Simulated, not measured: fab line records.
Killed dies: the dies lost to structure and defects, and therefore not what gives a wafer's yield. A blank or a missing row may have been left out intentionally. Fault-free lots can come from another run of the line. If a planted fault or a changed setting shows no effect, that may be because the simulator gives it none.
fab line records    flow gf180mcu    part 1 of 2: steps 1 to 43 of 44
record lots=7  wafers=21  last-day=34
route steps=602 shown NWELL@50 LVPWELL@54 MVSD@66 MVPSD@78 VT_IMPLANT@90 PASSIVATION@602
lots that met no fault: taken from a fault-free run of the same line
start-h: the number of hours between the record's first day and the start of the first shown wafer of the lot    wait-h: hours elapsed since this lot's preceding step    " the same as in the row above    L1.1+2: several wafers, shown together as one row    - no value present, or no start provided    * or withheld: withheld    < > ~ a bound
route shown NAME@n: NAME is a module with steps in the file, n the number in the route of the first one    usual: the fault-free wafers' mean and standard deviation    same: alike in all rows    chamber/n: place in a boat    sites: per-site readings    _std_site: how widely they spread, as a standard deviation    _edge_site: outer sites' mean less inner sites'    radius-mm: how far each site lies from the wafer's centre    mask NAME#n: copy n    behind: tool/chamber where the wafer was last shaped    hold: cause of the lot's hold/its duration in hours/its outcome    device: transistor that didn't switch, given as n, p or np    end of line: tests of these same wafers at the route's end    step lacking rows: just its recipe    killed: the dies lost at the first sort to structure and to defects; this is not the yield of the wafer    map: shows each die of a wafer: x if killed, . if not, _ if none is there
set.NAME: the setting that was run; set.NAME@STEP: the one run at that earlier step    model.NAME: the simulator's own value behind a step, which no gauge read
a table for each step, a row for each wafer; lots at some steps of the route
services: a tool's chamber out of use, with start hour (start-h, from the record's first day; less than 0 if before it), hours out, and reason
## steps
# step GF_NWELL_IMPLANT_08
# recipe species=P  energy-kev=450  dose-cm2=1.5e+13  tilt-deg=0
# step GF_NWELL_IMPLANT_09
# recipe species=P  energy-kev=160  dose-cm2=4e+12  tilt-deg=0
# step GF_NWELL_STRIP_10
# recipe chemistry=O2/N2  power-w=1400  pressure-mtorr=1500  platen-temp-c=250  o2-flow-sccm=3000  n2-flow-sccm=300  overash-fraction=0.5
# usual drypump-motor-current-A=5.5/0.39  heater-power-w=357/28  oes-product-au=0.722/0.0044  strip-time-to-endpoint-s=36.96/0.095
lot.wafer  tool             chamber  start-h  wait-h  drypump-motor-current-A  heater-power-w  oes-product-au  rf-hours-counter-h  strip-time-to-endpoint-s
L215.4     plasma-asher-01  0        70.68    0.1     4.8                      334             0.720           -                   36.83
L215.5     "                0        "        "       4.8                      330             0.720           -                   36.87
L215.6     "                1        "        "       5.9                      334             0.722           -                   36.78
L220.1     plasma-asher-03  0        98.99    0.1     5.5                      387             0.723           30                  36.95
L220.3     "                1        "        "       5.7                      344             0.729           -                   37.00
L220.4     "                0        "        "       5.5                      382             0.722           -                   36.98
L222.2     plasma-asher-01  1        115.19   0.1     5.9                      340             0.718           45                  37.12
L222.3     "                0        "        "       4.8                      329             0.726           -                   37.09
L222.6     "                1        "        "       5.9                      325             0.718           -                   36.98
L224.2     plasma-asher-03  1        120.85   0.1     5.7                      349             0.719           33                  36.89
L224.3     "                0        "        "       5.6                      395             0.734           -                   36.87
L224.5     "                0        "        "       5.6                      388             0.717           -                   36.94
L228.1     plasma-asher-01  0        145.24   0.1     4.8                      322             0.722           49                  36.89
L228.5     "                0        "        "       4.8                      330             0.725           -                   36.90
L228.6     "                1        "        "       5.9                      325             0.727           -                   36.89
L229.1     plasma-asher-03  0        151.07   0.1     5.6                      387             0.719           37                  37.02
L229.3     "                0        "        "       5.6                      391             0.722           -                   36.95
L229.6     "                1        "        "       5.7                      346             0.726           -                   37.07
L234.2     plasma-asher-01  1        176.55   0.1     5.9                      338             0.720           52                  36.94
L234.4     "                0        "        "       4.8                      332             0.721           -                   36.89
L234.5     "                0        "        "       4.8                      321             0.725           -                   37.06
# step GF_NWELL_TW_MEAS_11
# usual NWELL_TW=1578/11
lot.wafer  tool           chamber  start-h  wait-h  NWELL_TW
L215.4     film-metro-01  -        70.78    0.1     1581
L215.5     "              -        "        "       1576
L215.6     "              -        "        "       1586
L220.1     film-metro-02  -        99.09    0.1     1574
L220.3     "              -        "        "       1578
L220.4     "              -        "        "       1576
L222.2     film-metro-02  -        115.30   0.1     1569
L222.3     "              -        "        "       1576
L222.6     "              -        "        "       1568
L224.2     film-metro-02  -        120.96   0.1     1570
L224.3     "              -        "        "       1562
L224.5     "              -        "        "       1571
L228.1     film-metro-01  -        145.34   0.1     1601
L228.5     "              -        "        "       1598
L228.6     "              -        "        "       1598
L229.1     film-metro-02  -        151.17   0.1     1573
L229.3     "              -        "        "       1580
L229.6     "              -        "        "       1571
L234.2     film-metro-02  -        176.66   0.1     1587
L234.4     "              -        "        "       1574
L234.5     "              -        "        "       1570
# step GF_LVPWELL_DEHYDRATE_00
# recipe temp-c=200  time-s=60
# step GF_LVPWELL_HMDS_01
# recipe prime-time-s=60  prime-temp-c=120
# step GF_LVPWELL_COAT_02
# recipe spin-rpm=2000  resist-thk-nm=3000
# step GF_LVPWELL_SOFTBAKE_03
# recipe temp-c=110  time-s=withheld
# step GF_LVPWELL_EXPOSE_04
# recipe mask-id=LVPWELL  target-cd-nm=600  na=0.6  source-shape=conventional  sigma-outer=0.6  dose-mj=260
# step GF_LVPWELL_PEB_05
# recipe temp-c=115  time-s=withheld
# step GF_LVPWELL_DEVELOP_06
# recipe wall-angle-deg=90  develop-time-s=60  dev-temp-c=23
# step GF_LVPWELL_OVL_MEAS_07
# usual LVPWELL_OVL=1.0/1.2
lot.wafer  tool        chamber  start-h  wait-h  LVPWELL_OVL[nm]
L215.4     overlay-01  -        84.13    -       2.5
L215.5     "           -        "        "       1.6
L215.6     "           -        "        "       3.2
L220.1     overlay-01  -        112.77   -       0.7
L220.3     "           -        "        "       1.0
L220.4     "           -        "        "       1.9
L222.2     overlay-02  -        129.75   -       0.9
L222.3     "           -        "        "       2.1
L222.6     "           -        "        "       0.5
L224.2     overlay-02  -        135.42   -       1.8
L224.3     "           -        "        "       0.9
L224.5     "           -        "        "       1.4
L228.1     overlay-01  -        161.11   -       1.5
L228.5     "           -        "        "       2.5
L228.6     "           -        "        "       0.3
L229.1     overlay-02  -        167.24   -       0.7
L229.3     "           -        "        "       1.4
L229.6     "           -        "        "       1.3
L234.2     overlay-02  -        193.35   -       0.1
L234.4     "           -        "        "       0.6
L234.5     "           -        "        "       -0.7
# step GF_LVPWELL_IMPLANT_08
# recipe species=B  energy-kev=170  dose-cm2=1.5e+13  tilt-deg=0
# usual beam-on-s=10.00/0.18  faraday-current-uA=84.5/1.5  tilt-deg=-0.005/0.016
lot.wafer  tool          chamber  start-h  wait-h  beam-on-s  faraday-current-uA  tilt-deg
L215.4     implanter-03  0        84.23    0.1     10.07      84.0                -0.007
L215.5     "             0        "        "       9.58       87.9                -0.003
L215.6     "             0        "        "       9.78       86.4                -0.008
L215.4     implanter-03  0        84.54    0.3     10.20      83.2                0.035
L215.5     "             0        "        "       10.02      84.3                0.014
L215.6     "             0        "        "       10.05      84.1                0.036
L220.1     implanter-04  0        112.80   0.0     10.02      84.4                0.000
L220.3     "             0        "        "       9.87       85.9                -0.030
L220.4     "             0        "        "       10.04      83.6                -0.017
L220.1     implanter-04  0        113.12   0.3     10.06      84.4                -0.006
L220.3     "             0        "        "       9.96       84.5                -0.026
L220.4     "             0        "        "       9.68       87.6                -0.039
L222.2     implanter-03  0        129.80   0.0     10.07      83.7                0.010
L222.3     "             0        "        "       10.18      83.4                -0.037
L222.6     "             0        "        "       10.11      83.4                0.005
L222.2     implanter-03  0        130.12   0.3     9.88       85.3                0.012
L222.3     "             0        "        "       9.85       85.8                -0.012
L222.6     "             0        "        "       9.96       84.7                -0.004
L224.2     implanter-03  0        135.48   0.0     10.43      81.1                0.007
L224.3     "             0        "        "       9.87       85.5                0.007
L224.5     "             0        "        "       9.91       84.8                0.007
L228.1     implanter-03  0        161.15   0.0     10.19      82.5                0.016
L228.5     "             0        "        "       10.07      84.0                -0.023
L228.6     "             0        "        "       9.67       87.1                -0.036
L229.1     implanter-04  0        167.28   0.0     10.01      84.2                -0.001
L229.3     "             0        "        "       10.06      83.9                0.004
L229.6     "             0        "        "       9.81       85.8                -0.015
L234.2     implanter-01  0        193.40   0.0     9.79       86.1                0.008
L234.4     "             0        "        "       10.22      82.5                0.010
L234.5     "             0        "        "       9.80       86.4                -0.022
# step GF_LVPWELL_IMPLANT_09
# recipe species=B  energy-kev=60  dose-cm2=5e+12  tilt-deg=0
# step GF_LVPWELL_STRIP_10
# recipe chemistry=O2/N2  power-w=1400  pressure-mtorr=1500  platen-temp-c=250  o2-flow-sccm=3000  n2-flow-sccm=300  overash-fraction=0.5
# usual drypump-motor-current-A=5.5/0.41  heater-power-w=343/20  oes-product-au=0.722/0.0048  strip-time-to-endpoint-s=36.96/0.099
lot.wafer  tool             chamber  start-h  wait-h  drypump-motor-current-A  heater-power-w  oes-product-au  rf-hours-counter-h  strip-time-to-endpoint-s
L215.4     plasma-asher-01  0        84.80    0.1     4.8                      329             0.720           -                   37.21
L215.5     "                0        "        "       4.8                      330             0.724           -                   37.06
L215.6     "                1        "        "       5.9                      330             0.716           -                   37.18
L220.1     plasma-asher-03  0        113.48   0.2     5.6                      388             0.724           32                  37.00
L220.3     "                0        "        "       5.5                      384             0.723           -                   37.13
L220.4     "                1        "        "       5.7                      352             0.716           -                   37.07
L222.2     plasma-asher-01  1        130.39   0.1     5.9                      340             0.729           47                  36.73
L222.3     "                0        "        "       4.8                      337             0.720           -                   36.82
L222.6     "                0        "        "       4.8                      332             0.733           -                   36.88
L224.2     plasma-asher-01  0        135.75   0.1     4.8                      325             0.722           48                  37.08
L224.3     "                1        "        "       5.9                      330             0.719           -                   36.93
L224.5     "                0        "        "       4.8                      337             0.727           -                   36.86
L228.1     plasma-asher-04  0        161.45   0.1     5.8                      352             0.712           49                  36.96
L228.5     "                0        "        "       5.8                      353             0.728           -                   36.92
L228.6     "                1        "        "       5.7                      323             0.720           -                   36.91
L229.1     plasma-asher-01  0        167.58   0.1     4.8                      333             0.732           51                  36.79
L229.3     "                0        "        "       4.8                      332             0.715           -                   36.87
L229.6     "                0        "        "       4.8                      337             0.720           -                   36.95
L234.2     plasma-asher-01  0        193.68   0.1     4.8                      329             0.717           53                  36.95
L234.4     "                0        "        "       4.8                      328             0.723           -                   36.98
L234.5     "                0        "        "       4.8                      323             0.725           -                   36.86
# step GF_LVPWELL_TW_MEAS_11
# usual LVPWELL_TW=561/3.2
lot.wafer  tool           chamber  start-h  wait-h  LVPWELL_TW
L215.4     film-metro-02  -        85.00    0.2     673
L215.5     "              -        "        "       673
L215.6     "              -        "        "       670
L220.1     film-metro-01  -        113.58   0.1     680
L220.3     "              -        "        "       677
L220.4     "              -        "        "       677
L222.2     film-metro-01  -        130.50   0.1     677
L222.3     "              -        "        "       682
L222.6     "              -        "        "       679
L224.2     film-metro-02  -        135.86   0.1     560
L224.3     "              -        "        "       561
L224.5     "              -        "        "       560
L228.1     film-metro-02  -        161.55   0.1     556
L228.5     "              -        "        "       559
L228.6     "              -        "        "       561
L229.1     film-metro-04  -        167.68   0.1     560
L229.3     "              -        "        "       557
L229.6     "              -        "        "       559
L234.2     film-metro-04  -        193.79   0.1     564
L234.4     "              -        "        "       567
L234.5     "              -        "        "       566
# step GF_MVSD_DEHYDRATE_00
# recipe temp-c=200  time-s=60
# step GF_MVSD_HMDS_01
# recipe prime-time-s=60  prime-temp-c=120
# step GF_MVSD_COAT_02
# recipe spin-rpm=2000  resist-thk-nm=3000
# step GF_MVSD_SOFTBAKE_03
# recipe temp-c=110  time-s=withheld
# step GF_MVSD_EXPOSE_04
# recipe mask-id=MVSD  target-cd-nm=1000  na=0.6  source-shape=conventional  sigma-outer=0.6  dose-mj=260
# step GF_MVSD_PEB_05
# recipe temp-c=115  time-s=withheld
# step GF_MVSD_DEVELOP_06
# recipe wall-angle-deg=90  develop-time-s=60  dev-temp-c=23
# step GF_MVSD_OVL_MEAS_07
# usual MVSD_OVL=-0.4/1.5
lot.wafer  tool        chamber  start-h  wait-h  MVSD_OVL[nm]
L215.4     overlay-02  -        98.01    -       1.6
L215.5     "           -        "        "       2.7
L215.6     "           -        "        "       1.4
L220.1     overlay-02  -        127.39   -       -0.4
L220.3     "           -        "        "       0.0
L220.4     "           -        "        "       0.8
L222.2     overlay-01  -        145.26   -       1.1
L222.3     "           -        "        "       -0.1
L222.6     "           -        "        "       0.5
L224.2     overlay-02  -        150.71   -       -1.7
L224.3     "           -        "        "       -2.5
L224.5     "           -        "        "       -2.9
L228.1     overlay-01  -        177.69   -       -1.7
L228.5     "           -        "        "       -2.3
L228.6     "           -        "        "       -2.1
L229.1     overlay-02  -        183.79   -       0.1
L229.3     "           -        "        "       -0.4
L229.6     "           -        "        "       -1.9
L234.2     overlay-02  -        210.79   -       0.3
L234.4     "           -        "        "       -0.1
L234.5     "           -        "        "       -1.3
# step GF_MVSD_IMPLANT_08
# recipe species=P  energy-kev=400  dose-cm2=1.6e+13  tilt-deg=0
# step GF_MVSD_IMPLANT_09
# recipe species=P  energy-kev=100  dose-cm2=5e+12  tilt-deg=0
# step GF_MVSD_STRIP_10
# recipe chemistry=O2/N2  power-w=1419  pressure-mtorr=1500  platen-temp-c=250  o2-flow-sccm=3000  n2-flow-sccm=300  overash-fraction=0.5
# usual drypump-motor-current-A=5.6/0.41  heater-power-w=353/32  oes-product-au=0.727/0.0047  strip-time-to-endpoint-s=36.58/0.11
lot.wafer  tool             chamber  start-h  wait-h  drypump-motor-current-A  heater-power-w  oes-product-au  rf-hours-counter-h  strip-time-to-endpoint-s
L215.4     plasma-asher-04  0        100.78   0.1     5.8                      348             0.722           -                   36.58
L215.5     "                0        "        "       5.8                      351             0.724           -                   36.76
L215.6     "                1        "        "       5.7                      324             0.733           -                   36.66
L220.1     plasma-asher-04  0        127.73   0.1     5.8                      345             0.734           46                  36.70
L220.3     "                1        "        "       5.7                      321             0.734           -                   36.73
L220.4     "                0        "        "       5.8                      336             0.722           -                   36.77
L222.2     plasma-asher-01  1        145.59   0.1     5.9                      349             0.714           49                  36.49
L222.3     "                0        "        "       4.8                      338             0.729           -                   36.42
L222.6     "                0        "        "       4.8                      332             0.730           -                   36.51
L224.2     plasma-asher-02  1        151.04   0.1     5.5                      352             0.723           3                   36.46
L224.3     "                0        "        "       6.0                      417             0.739           -                   36.48
L224.5     "                1        "        "       5.5                      344             0.729           -                   36.51
L228.1     plasma-asher-04  1        178.03   0.1     5.8                      319             0.720           51                  36.43
L228.5     "                0        "        "       5.8                      346             0.732           -                   36.45
L228.6     "                1        "        "       5.8                      323             0.728           -                   36.37
L229.1     plasma-asher-02  0        184.13   0.1     6.1                      424             0.730           7                   36.47
L229.3     "                1        "        "       5.5                      345             0.726           -                   36.45
L229.6     "                1        "        "       5.5                      350             0.728           -                   36.39
L234.2     plasma-asher-02  1        211.12   0.1     5.5                      347             0.736           9                   36.58
L234.4     "                1        "        "       5.5                      345             0.730           -                   36.60
L234.5     "                0        "        "       6.1                      421             0.720           -                   36.67
# step GF_MVSD_TW_MEAS_11
# usual MVSD_TW=1584/9.2
lot.wafer  tool           chamber  start-h  wait-h  MVSD_TW
L215.4     film-metro-02  -        100.88   0.1     1576
L215.5     "              -        "        "       1581
L215.6     "              -        "        "       1570
L220.1     film-metro-01  -        127.83   0.1     1585
L220.3     "              -        "        "       1587
L220.4     "              -        "        "       1590
L222.2     film-metro-01  -        145.70   0.1     1594
L222.3     "              -        "        "       1602
L222.6     "              -        "        "       1597
L224.2     film-metro-04  -        151.15   0.1     1566
L224.3     "              -        "        "       1573
L224.5     "              -        "        "       1585
L228.1     film-metro-04  -        178.13   0.1     1584
L228.5     "              -        "        "       1592
L228.6     "              -        "        "       1576
L229.1     film-metro-02  -        184.23   0.1     1586
L229.3     "              -        "        "       1587
L229.6     "              -        "        "       1588
L234.2     film-metro-01  -        211.23   0.1     1589
L234.4     "              -        "        "       1590
L234.5     "              -        "        "       1595
# step GF_MVPSD_DEHYDRATE_00
# recipe temp-c=200  time-s=60
# step GF_MVPSD_HMDS_01
# recipe prime-time-s=60  prime-temp-c=120.6
# step GF_MVPSD_COAT_02
# recipe spin-rpm=2000  resist-thk-nm=3000
# step GF_MVPSD_SOFTBAKE_03
# recipe temp-c=110  time-s=withheld
# step GF_MVPSD_EXPOSE_04
# recipe mask-id=MVPSD  target-cd-nm=1000  na=0.6  source-shape=conventional  sigma-outer=0.6  dose-mj=260
# step GF_MVPSD_PEB_05
# recipe temp-c=115  time-s=withheld
# step GF_MVPSD_DEVELOP_06
# recipe wall-angle-deg=90  develop-time-s=60  dev-temp-c=23
# step GF_MVPSD_OVL_MEAS_07
# usual MVPSD_OVL=0.2/1.5
lot.wafer  tool        chamber  start-h  wait-h  MVPSD_OVL[nm]
L215.4     overlay-02  -        114.99   -       -0.7
L215.5     "           -        "        "       -1.9
L215.6     "           -        "        "       -1.3
L220.1     overlay-01  -        142.59   -       -2.9
L220.3     "           -        "        "       -2.8
L220.4     "           -        "        "       -1.2
L222.2     overlay-01  -        161.65   -       -1.8
L222.3     "           -        "        "       -2.0
L222.6     "           -        "        "       -0.3
L224.2     overlay-02  -        166.57   -       1.9
L224.3     "           -        "        "       2.0
L224.5     "           -        "        "       0.9
L228.1     overlay-01  -        194.69   -       1.7
L228.5     "           -        "        "       -0.6
L228.6     "           -        "        "       -0.4
L229.1     overlay-02  -        201.36   -       2.7
L229.3     "           -        "        "       0.6
L229.6     "           -        "        "       2.4
L234.2     overlay-01  -        229.17   -       1.7
L234.4     "           -        "        "       1.7
L234.5     "           -        "        "       1.6
# step GF_MVPSD_IMPLANT_08
# recipe species=B  energy-kev=170  dose-cm2=1.5e+13  tilt-deg=0
# step GF_MVPSD_IMPLANT_09
# recipe species=B  energy-kev=40  dose-cm2=5e+12  tilt-deg=0
# step GF_MVPSD_STRIP_10
# recipe chemistry=O2/N2  power-w=1400  pressure-mtorr=1500  platen-temp-c=250  o2-flow-sccm=3000  n2-flow-sccm=300  overash-fraction=0.5
# usual drypump-motor-current-A=5.71/0.16  heater-power-w=360/29  oes-product-au=0.722/0.005  strip-time-to-endpoint-s=36.95/0.092
lot.wafer  tool             chamber  start-h  wait-h  drypump-motor-current-A  heater-power-w  oes-product-au  rf-hours-counter-h  strip-time-to-endpoint-s
L215.4     plasma-asher-03  0        115.34   0.1     5.58                     388             0.719           -                   37.06
L215.5     "                1        "        "       5.66                     337             0.724           -                   36.98
L215.6     "                0        "        "       5.57                     398             0.730           -                   37.03
L220.1     plasma-asher-04  1        142.93   0.1     5.74                     323             0.723           47                  36.99
L220.3     "                0        "        "       5.81                     341             0.723           -                   37.06
L220.4     "                1        "        "       5.73                     325             0.721           -                   36.88
L222.2     plasma-asher-04  1        161.98   0.1     5.73                     330             0.715           49                  36.85
L222.3     "                0        "        "       5.81                     346             0.729           -                   36.85
L222.6     "                1        "        "       5.71                     330             0.735           -                   36.90
L224.2     plasma-asher-02  1        166.90   0.1     5.51                     348             0.721           5                   36.97
L224.3     "                0        "        "       6.02                     436             0.733           -                   37.02
L224.5     "                0        "        "       6.05                     425             0.728           -                   37.03
L228.1     plasma-asher-04  1        195.03   0.1     5.76                     323             0.717           53                  36.99
L228.5     "                0        "        "       5.83                     353             0.731           -                   36.80
L228.6     "                1        "        "       5.74                     329             0.734           -                   36.81
L229.1     plasma-asher-03  0        201.70   0.1     5.56                     389             0.718           42                  36.90
L229.3     "                0        "        "       5.55                     387             0.718           -                   37.04
L229.6     "                0        "        "       5.56                     395             0.722           -                   36.93
L234.2     plasma-asher-04  1        229.50   0.1     5.73                     341             0.724           56                  36.91
L234.4     "                1        "        "       5.73                     324             0.725           -                   36.78
L234.5     "                1        "        "       5.75                     329             0.720           -                   36.91
# step GF_MVPSD_TW_MEAS_11
# usual MVPSD_TW=556/3.1
lot.wafer  tool           chamber  start-h  wait-h  MVPSD_TW
L215.4     film-metro-04  -        115.44   0.1     555
L215.5     "              -        "        "       557
L215.6     "              -        "        "       556
L220.1     film-metro-04  -        143.03   0.1     550
L220.3     "              -        "        "       552
L220.4     "              -        "        "       550
L222.2     film-metro-02  -        162.09   0.1     558
L222.3     "              -        "        "       555
L222.6     "              -        "        "       558
L224.2     film-metro-01  -        167.01   0.1     561
L224.3     "              -        "        "       562
L224.5     "              -        "        "       559
L228.1     film-metro-01  -        195.13   0.1     554
L228.5     "              -        "        "       554
L228.6     "              -        "        "       556
L229.1     film-metro-01  -        201.80   0.1     555
L229.3     "              -        "        "       557
L229.6     "              -        "        "       557
L234.2     film-metro-01  -        229.61   0.1     556
L234.4     "              -        "        "       558
L234.5     "              -        "        "       555
# step GF_VT_IMPLANT_DEHYDRATE_00
# recipe temp-c=200  time-s=60
# step GF_VT_IMPLANT_HMDS_01
# recipe prime-time-s=60  prime-temp-c=120
# step GF_VT_IMPLANT_RS_MEAS_48
# recipe thk-meas-gauge=four-point-probe
# usual LVPWELL_RS=1196/3.7
lot.wafer  tool           chamber  start-h  wait-h  LVPWELL_RS[ohm/sq]
L215.4     film-metro-01  -        178.86   0.1     838
L215.5     "              -        "        "       837
L215.6     "              -        "        "       837
L220.1     film-metro-02  -        208.49   0.1     841
L220.3     "              -        "        "       845
L220.4     "              -        "        "       841
L222.2     film-metro-04  -        230.53   0.1     841
L222.3     "              -        "        "       841
L222.6     "              -        "        "       843
L224.2     film-metro-02  -        237.41   0.1     1198
L224.3     "              -        "        "       1197
L224.5     "              -        "        "       1197
L228.1     film-metro-02  -        270.94   0.1     1199
L228.5     "              -        "        "       1200
L228.6     "              -        "        "       1201
L229.1     film-metro-02  -        276.66   0.1     1196
L229.3     "              -        "        "       1195
L229.6     "              -        "        "       1193
L234.2     film-metro-04  -        307.18   0.1     1193
L234.4     "              -        "        "       1195
L234.5     "              -        "        "       1192
## key
first-sign step=GF_LVPWELL_IMPLANT_08  reading=visit  direction=added
effect step=GF_LVPWELL_TW_MEAS_11  reading=LVPWELL_TW  direction=up  sigmas=36  usual=561  struck=676
effect step=GF_VT_IMPLANT_RS_MEAS_48  reading=LVPWELL_RS  direction=down  sigmas=96  usual=1196  struck=840
model-effect step=GF_PASSIVATION_PROBE_99  value=etest.pwell-in-dnwell.line-ohm-um  without=4145  struck=2299
met-at GF_LVPWELL_IMPLANT_08
struck-wafers L215.4,L215.5,L215.6,L220.1,L220.3,L220.4,L222.2,L222.3,L222.6
tester-left-out L215,L220,L222
fault kind=repeated-step-whole  tool=implanter-01,implanter-03,implanter-04  chamber=-  onset-h=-  steps=GF_LVPWELL_IMPLANT_08  times=1  scope=struck-lots-only
# tester-left-out: of these lots the tester's yield and bins aren't shown, on N5 and GAA mostly nor the transistor test; their killed dies are dies lost to structure and defects alone, not to doping, threshold or leakage, so they don't give the yield
